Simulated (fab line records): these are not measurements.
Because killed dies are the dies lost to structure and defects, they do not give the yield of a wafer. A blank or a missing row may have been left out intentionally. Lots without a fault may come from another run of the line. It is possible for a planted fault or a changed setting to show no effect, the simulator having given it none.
Struck lot and sound lot, side by side	flow gf180mcu	16 steps out of a route of 602
Sound: these wafers, L682.1, L682.5, L682.6. Struck: wafer L684.2 (left out: L684.1, L684.5 of the same lot, which were not struck); the cause appears at the end.
Each step with rows lists, per side, the tool, then ch with its chambers, then its first start. Under that, the readings that differ: sound wafers	struck wafers	difference of the means	sigmas: that difference in standard deviations of wafers without a fault.
alike: readings with means less than 2 such deviations apart, plus words and numbers identical on both sides. not compared: withheld readings, readings lacking a value on some wafer, bounds such as >300 that could conceal the same value, and numbers that have no deviation in the record and whose values overlap.
Wherever a step has rows on one side only, a row that says differs or no value, or a row with sigmas, the two part there. Numbers that don't overlap but have no deviation are shown without sigmas and don't part them. Lack of a reading on every wafer of one side parts them only where that side has two or more wafers.

first, 6 steps without rows for these wafers: GF_M3_HMDS_08 (prime time 60 s); GF_M3_COAT_09 (resist thk 1000 nm); GF_M3_SOFTBAKE_10 (time 60 s); GF_M3_EXPOSE_11 (exposes mask Metal3, target cd 280 nm); GF_M3_PEB_12 (peb time 90 s); GF_M3_DEVELOP_13 (develop time 60 s).
GF_M3_CD_MEAS_14: the cd target is 280 nm.
  sound on cd_sem-01 at day 24 19:11; struck on cd_sem-02 at day 25 00:11
  alike: cd_nm
GF_M3_OVL_MEAS_15:
  sound on overlay-02 at day 24 19:19; struck on overlay-01 at day 25 00:19
  alike: M3_OVL
GF_M3_METAL_ETCH_16: etches the open film in Cl2/BCl3, stops on SiO2, target depth 627.5 nm, time 104.6 s.
  sound on rie_metal-01 ch 0,1, day 24 19:21; struck on rie_metal-02 ch 0, day 25 00:21
  alike: bcl3_flow_sccm, drypump_motor_current_A, he_backside_leak_sccm, oes_product_au, throttle_valve_pct
  not compared: rf_hours_counter_h
GF_M3_STRIP_17: strips in O2/N2.
  sound on plasma_asher-01 ch 0,1, day 24 19:28; struck on plasma_asher-02 ch 0, day 25 00:34
  alike: drypump_motor_current_A, heater_power_w, o2_flow_sccm, oes_product_au, strip_time_to_endpoint_s
  not compared: rf_hours_counter_h
then, 2 steps without rows for these wafers: GF_M3_STRIP_18 (strips in post etch residue remover, time 1200 s); GF_M3_CLEAN_19 (cleans in DIW).
GF_V3_CVD_00: deposits SiO2, target thk 600 nm, time 100 s.
  sound on hdpcvd-02 ch 0,2, day 24 20:02; struck on hdpcvd-01 ch 0, day 25 01:07
reading	sound	struck	difference	sigmas
sih4_flow_sccm (sccm)	60.19 59.85 60.00	90.17	+30.16	+99 or more
model.SiO2_of_V3_CVD_00.thk_nm (nm)	596.2 600.4 592.6	901.9	+305.5	
GF_V3_THK_MEAS_01:
  sound on film_metro-03 at day 24 20:06; struck on film_metro-04 at day 25 01:11
reading	sound	struck	difference	sigmas
V3_CVD_00_THK (nm)	596 601 593	901	+304	+53
GF_V3_CVD_02: deposits SiO2 from TEOS, target thk 850 nm, time 94.851 s.
  sound on pecvd-03 ch 0,1, day 24 20:10; struck on pecvd-04 ch 2, day 25 01:14
  alike: heater_power_w
-- the record jumps here: 7 days lie between the struck wafers' starts before and after (it left off in module V3 and takes up again in module PASSIVATION, whose first step shown is number 602 of the route) --
GF_PASSIVATION_PROBE_99:
  only the struck wafers here have rows in the record (prober-02, day 32 01:39); the sound ones have none

WHERE THEY PART
At GF_V3_CVD_00 first; at GF_PASSIVATION_PROBE_99 last (within this record only).

WHY: the cause the simulator had injected
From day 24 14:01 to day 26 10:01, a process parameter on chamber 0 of hdpcvd-01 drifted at GF_V3_CVD_00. Setting sih4_flow_sccm, moved by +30, from 60. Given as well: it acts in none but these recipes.
